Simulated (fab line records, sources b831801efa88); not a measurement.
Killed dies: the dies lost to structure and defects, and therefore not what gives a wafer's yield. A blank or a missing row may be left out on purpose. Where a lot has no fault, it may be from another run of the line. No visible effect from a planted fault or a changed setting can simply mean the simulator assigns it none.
Problem report, 8D (eight disciplines) form, completed by code | flow gf180mcu | the parts of the form that need people (team, actions taken, sign-off) are left out

== 1. PROBLEM STATEMENT ==
o2-flow-sccm at GF_PSD_STRIP_10 reads a mean of 3594 sccm on 6 wafers of 2 lots; wafers without a fault read 3001 sccm with a standard deviation of 8.4. That is +71 standard deviations from the usual mean.
The step: strips in O2/N2.
The first sign was on wafer L640.2 at day 18 03:35, on plasma-asher-03. The record holds 39 wafers of 13 lots with a number at this step. The rule behind "out" and "out of limits": a value lying over 4 standard deviations away from the usual mean. The rest of the wafers with a number are treated as sound.

== 2. WHAT IT IS AND WHAT IT IS NOT ==
question                    | is                                     | is not
which readings at this step | o2-flow-sccm, strip-time-to-endpoint-s | drypump-motor-current-A, heater-power-w
which lots                  | L640, L642                             | L629, L630, L631, L633, L639, L641, L646, L647, L648, L650, L652
which wafers of those lots  | all that have a number                 | -
read on which tools         | plasma-asher-03                        | plasma-asher-02, plasma-asher-04
when                        | from day 18 03:35                      | up to then (15 sound wafers); but 18 sound wafers of L641, L646, L647, L648, L650, L652 came after

== 3. SUSPECTS, AND WHAT RULES EACH OUT ==
Counting: any tool at a process step up to the reading is kept as a suspect provided that every lot that is out went through it and no sound lot did after the first of them.
- plasma-asher-03 at GF_PSD_STRIP_10 (strips in O2/N2): ruled out as a lasting fault. The sound lots L647, L652 went through it after L640, its earliest lot that is out (day 18 03:35).
Left after counting: nothing in the record.

== 4. THE CAUSE (what the simulator had put in) ==
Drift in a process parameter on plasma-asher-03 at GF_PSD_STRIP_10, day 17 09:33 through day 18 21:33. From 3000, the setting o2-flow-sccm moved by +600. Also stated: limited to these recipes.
Counting ruled it out, wrongly.

== 5. SEQUENCE OF EFFECTS, ordered by route ==
Each row: a reading where the mean over the struck wafers with a number is more than 3 standard deviations away from the usual. Scope: only readings with a usual standard deviation given in the record; hours: median across lots of the time from each lot's start at the first step in this table that gives one to its start at this step; sigmas: change in usual standard deviations.
hours | step            | reading                  | usual     | on struck wafers | change | sigmas
0     | GF_PSD_STRIP_10 | o2-flow-sccm             | 3001 sccm | 3594             | +593   | +71
0     | GF_PSD_STRIP_10 | strip-time-to-endpoint-s | 16.61 s   | 16.44            | -0.17  | -5.1
The process steps in it:
- GF_PSD_STRIP_10: strips in O2/N2.
Later steps that measure or inspect, where all struck wafers having a row at the step show a number for every such reading and not one has moved that far: GF_SAB_THK_MEAS_01, GF_SAB_CD_MEAS_09.

== 6. WHAT WOULD HAVE CAUGHT IT SOONER ==
In this record no reading fell out of limits until day 18 03:35, 18 hours after the fault had begun at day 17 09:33.
